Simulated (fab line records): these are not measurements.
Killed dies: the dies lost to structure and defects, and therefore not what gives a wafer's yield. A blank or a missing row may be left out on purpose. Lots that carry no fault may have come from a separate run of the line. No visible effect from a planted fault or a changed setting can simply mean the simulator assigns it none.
8D (eight disciplines) problem report, filled in by code	flow sky130	the parts of the form that need people (team, actions taken, sign-off) are left out

== 1. THE ISSUE ==
Across 9 wafers from 3 lots, LDD_HVN_TW at SKY_LDD_HVN_TW_MEAS_10 averages 1352, while fault-free wafers read 1439 with a standard deviation of 15. That puts it -5.8 standard deviations away from the usual mean.
The first sign was on wafer L109.3 at day 22 16:53, on film-metro-02. The record has a number at this step for 36 wafers belonging to 12 lots. Rule for "out", or "out of limits": more than 4 standard deviations from the usual mean. The other wafers with a number count as sound.

== 2. WHAT IT IS, WHAT IT ISN'T ==
question	is	is not
which readings at this step	LDD_HVN_TW	-
which lots	L109, L110, L113	L104, L105, L106, L107, L121, L122, L123, L124, L125
which wafers of those lots	all that have a number	-
read on which gauges	film-metro-02, film-metro-04	film-metro-03
when	from day 22 16:53	up to then (12 sound wafers); but 15 sound wafers of L121, L122, L123, L124, L125 came after

== 3. THE SUSPECTS, EACH WITH WHAT RULES IT OUT ==
Counting: a tool stays on the suspect list if, at a process step up to the reading, it processed all lots that are out and no sound lot following the first of them.
- the gauge at SKY_LDD_HVN_TW_MEAS_10: ruled out. Those wafers that are out were read across 2 gauges (film-metro-02, film-metro-04).
- implanter-03 at SKY_LDD_HVN_IMPLANT_08: ruled out as a lasting fault. Following L109 (day 22 16:40), the first lot on it that is out, the sound lots L122 were run on it.
Left after counting: nothing in the record.

== 4. THE CAUSE (what the simulator had put in) ==
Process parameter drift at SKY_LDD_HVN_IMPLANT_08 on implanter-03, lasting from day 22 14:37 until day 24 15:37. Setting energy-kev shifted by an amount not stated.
Counting ruled it out, wrongly: the rule takes a fault to strike every lot that its tool runs from its start on, and this one did not.

== 5. THE EFFECT CHAIN, in route order ==
Rows list readings where the struck wafers' mean (over those with a number) sits beyond 3 standard deviations from the usual. Scope: only readings with a usual standard deviation given in the record; hours: median across lots of the time from each lot's start at the first step in this table that gives one to its start at this step; sigmas: change in usual standard deviations.
hours	step	reading	usual	on struck wafers	change	sigmas
0	SKY_LDD_HVN_IMPLANT_08	beam-energy-keV	59.996	48.971	-11.025	-99 or more
0	SKY_LDD_HVN_TW_MEAS_10	LDD_HVN_TW	1439	1352	-87	-5.8
The process steps in it:
- SKY_LDD_HVN_IMPLANT_08

== 6. HOW IT WOULD HAVE BEEN CAUGHT EARLIER ==
The first out-of-limits reading at a measuring or inspecting step in this record came at day 22 16:53, 2 hours after the fault's start at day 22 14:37.
The tool's own readings at SKY_LDD_HVN_IMPLANT_08 were out on every struck wafer that the step has a row for (beam-energy-keV): an alarm limit on them would have fired on the first of those.
